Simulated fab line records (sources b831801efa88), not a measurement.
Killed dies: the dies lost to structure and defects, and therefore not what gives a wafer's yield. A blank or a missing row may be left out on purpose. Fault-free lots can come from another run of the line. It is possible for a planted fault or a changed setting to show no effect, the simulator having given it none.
Tool commonality check	flow sky130	11 lots and 33 wafers in the sample

== WHY IT WAS OPENED ==
At SKY_NWELL_TW_MEAS_26 the reading NWELL_2_TW is flagged on 3 of 11 lots. Wafers without a fault read 495.2, standard deviation 2.9.
Rule: flag the lot when none of its wafers has a number, or when each of its wafers that has one lies beyond 4 standard deviations from that mean. All remaining lots are regarded as sound.

lot	measured	on	NWELL_2_TW, wafer by wafer	flag
L180	day 5 09:58	filmMetro-01	496.5 498.1 500.3	
L182	day 6 13:25	filmMetro-01	495.1 497.4 498.5	
L183	day 7 01:29	filmMetro-03	513.5 512.5 514.3	FLAGGED
L184	day 7 10:53	filmMetro-01	514.1 516.1 511.1	FLAGGED
L186	day 7 17:59	filmMetro-03	515.2 511.7 514.0	FLAGGED
L190	day 8 00:41	filmMetro-03	494.1 495.1 493.6	
L195	day 9 12:40	filmMetro-01	499.6 495.9 498.6	
L196	day 9 17:46	filmMetro-03	490.6 489.5 491.2	
L198	day 10 05:10	filmMetro-02	492.7 492.3 492.4	
L200	day 10 23:54	filmMetro-01	498.0 501.1 497.0	
L202	day 11 05:27	filmMetro-02	492.4 489.6 490.7	
On average the flagged lots' numbers are 513.6, which is +18.4 against the usual, or +6 standard deviations.

== EACH LOT AND THE TOOL IT RAN ON ==
Before the reading, the record contains 2 process steps out of a 708-step route. Every cell lists first the tool, next ch and the chambers used by the sampled wafers, and last the start.
lot	flag	SKY_FIELD_ISO_ETCH_15	SKY_NWELL_IMPLANT_24
L180		rieDiel-04 ch 1,2,3, day 2 09:08	implanter-02 ch 0, day 5 09:43
L182		rieDiel-01 ch 0,2, day 2 20:23	implanter-02 ch 0, day 6 13:10
L183	FLAGGED	rieDiel-02 ch 0,1, day 3 01:33	implanter-02 ch 0, day 7 01:15
L184	FLAGGED	rieDiel-01 ch 0,1,3, day 3 07:30	implanter-02 ch 0, day 7 10:39
L186	FLAGGED	rieDiel-04 ch 0,1,2, day 3 19:59	implanter-02 ch 0, day 7 17:46
L190		rieDiel-04 ch 1,2, day 4 12:35	implanter-03 ch 0, day 8 00:28
L195		rieDiel-04 ch 0,1,2, day 5 17:11	implanter-03 ch 0, day 9 12:25
L196		rieDiel-01 ch 0,1, day 6 00:03	implanter-03 ch 0, day 9 17:31
L198		rieDiel-01 ch 1,3, day 6 08:23	implanter-03 ch 0, day 10 04:55
L200		rieDiel-02 ch 0,2,3, day 6 20:08	implanter-02 ch 0, day 10 23:42
L202		rieDiel-04 ch 0,1, day 7 04:27	implanter-04 ch 0, day 11 05:15
What the steps here do:
- SKY_FIELD_ISO_ETCH_15: etches the open film in CHF3/O2, stops on Si, target depth 180 nm, time 72 s.
- SKY_NWELL_IMPLANT_24
- SKY_NWELL_TW_MEAS_26

== FLAGGED AGAINST TOTAL, ONE TOOL AT A TIME (gauges that did the reading follow at the end) ==
step	tool	lots run	flagged	share of the flagged lots	sound lots run after its first flagged lot
SKY_FIELD_ISO_ETCH_15	rieDiel-01	4	1	some	2 (L196,L198)
SKY_FIELD_ISO_ETCH_15	rieDiel-02	2	1	some	1 (L200)
SKY_FIELD_ISO_ETCH_15	rieDiel-04	5	1	some	3 (L190,L195,L202)
SKY_NWELL_IMPLANT_24	implanter-02	6	3	all	1 (L200)
SKY_NWELL_IMPLANT_24	implanter-03	4	0	none	-
SKY_NWELL_IMPLANT_24	implanter-04	1	0	none	-
SKY_NWELL_TW_MEAS_26	filmMetro-01	5	1	some	2 (L195,L200)
SKY_NWELL_TW_MEAS_26	filmMetro-02	2	0	none	-
SKY_NWELL_TW_MEAS_26	filmMetro-03	4	2	some	2 (L190,L196)

== WHAT THE TABLE ALLOWS ==
All flagged lots share 1 row of the table, namely implanter-02 at SKY_NWELL_IMPLANT_24.
- implanter-02 at SKY_NWELL_IMPLANT_24 ran 6 lots, 3 of them flagged. After the first flagged lot (L200), sound lots still ran on it; a lasting fault on the whole tool would not permit that. Its own readings lie more than 4 standard deviations out on every wafer of the flagged lots: doseIonsCm2, faradayCurrentUA.
There is no row in the table that ran each flagged lot and no sound lot after the first.

== WHAT THE SIMULATOR PUT IN ==
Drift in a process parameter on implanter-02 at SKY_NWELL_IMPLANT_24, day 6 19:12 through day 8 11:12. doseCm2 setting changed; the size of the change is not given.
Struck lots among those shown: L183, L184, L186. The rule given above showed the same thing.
